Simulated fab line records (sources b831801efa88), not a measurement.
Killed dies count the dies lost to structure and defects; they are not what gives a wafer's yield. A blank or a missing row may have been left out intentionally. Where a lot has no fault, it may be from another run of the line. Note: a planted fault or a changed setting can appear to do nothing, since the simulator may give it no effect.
Code-filled problem report in 8D (eight disciplines) form | flow sky130 | the parts of the form that need people (team, actions taken, sign-off) are left out

== 1. WHAT WENT WRONG ==
Wafers free of any fault read 1034 nm (standard deviation 8.9) for VIA1_HDPCVD_THK at SKY_VIA1_THK_MEAS_01, against a mean of 1448 nm on 3 wafers of 2 lots. Relative to the usual mean, that is a shift of +47 standard deviations.
Seen first at day 34 23:26 on film_metro-02, wafer L115.2. Wafers with a number at this step in the record: 35, from 12 lots. The rule behind "out" and "out of limits": a value lying over 4 standard deviations away from the usual mean. Any other wafer with a number is counted as sound.

== 2. WHAT THIS IS AND IS NOT ==
question                    | is                           | is not
which readings at this step | VIA1_HDPCVD_THK              | -
which lots                  | L115, L116                   | L110, L111, L123, L124, L125, L126, L127, L128, L130, L131
which wafers of those lots  | L115.2, L115.3, L116.2       | L115.1, L116.1
read on which gauges        | film_metro-02, film_metro-03 | film_metro-04
when                        | from day 34 23:26            | up to then (7 sound wafers); but 25 sound wafers of L116, L123, L124, L125, L126, L127, L128, L130, L131 came after

== 3. THE SUSPECTS, EACH WITH WHAT RULES IT OUT ==
Counting: any tool at a process step up to the reading remains a suspect provided it ran every lot that is out. Sound lots after the first of them don't rule it out here, since some wafers of a struck lot are sound.
- the gauge at SKY_VIA1_THK_MEAS_01: ruled out. 2 gauges (film_metro-02, film_metro-03) read the wafers that are out.
- hdpcvd-02 at SKY_VIA1_HDPCVD_00 (deposits SiO2, target thk 1030 nm, time 171.7 s): kept. It ran every lot that is out, first L115 (day 34 23:19).
Remaining after the count: hdpcvd-02 at SKY_VIA1_HDPCVD_00.

== 4. THE CAUSE (what the simulator had put in) ==
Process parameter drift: hdpcvd-02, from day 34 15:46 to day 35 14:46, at SKY_VIA1_HDPCVD_00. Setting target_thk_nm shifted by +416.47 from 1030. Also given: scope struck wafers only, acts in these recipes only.
Counting left only this tool.

== 5. THE EFFECT CHAIN, in route order ==
Rows list readings where the struck wafers' mean (over those with a number) sits beyond 3 standard deviations from the usual. Scope: only readings with a usual standard deviation given in the record; hours: median across lots of the time from each lot's start at the first step in this table that gives one to its start at this step; sigmas: change in usual standard deviations.
hours | step                 | reading         | usual   | on struck wafers | change | sigmas
0     | SKY_VIA1_THK_MEAS_01 | VIA1_HDPCVD_THK | 1034 nm | 1448             | +414   | +47
At these later measuring or inspecting steps, every struck wafer for which the step has a row has a number for every such reading, and none has moved that far: SKY_VIA1_CD_MEAS_12.

== 6. WHAT WOULD HAVE CAUGHT IT SOONER ==
Counted from the fault's start at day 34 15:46, it took 8 hours until the first out-of-limits reading at a measuring or inspecting step in this record, taken at day 34 23:26.
Of the lots that are out (2), L116 began SKY_VIA1_HDPCVD_00 on hdpcvd-02 after day 34 23:26. Holding the tool at that time would have saved it.
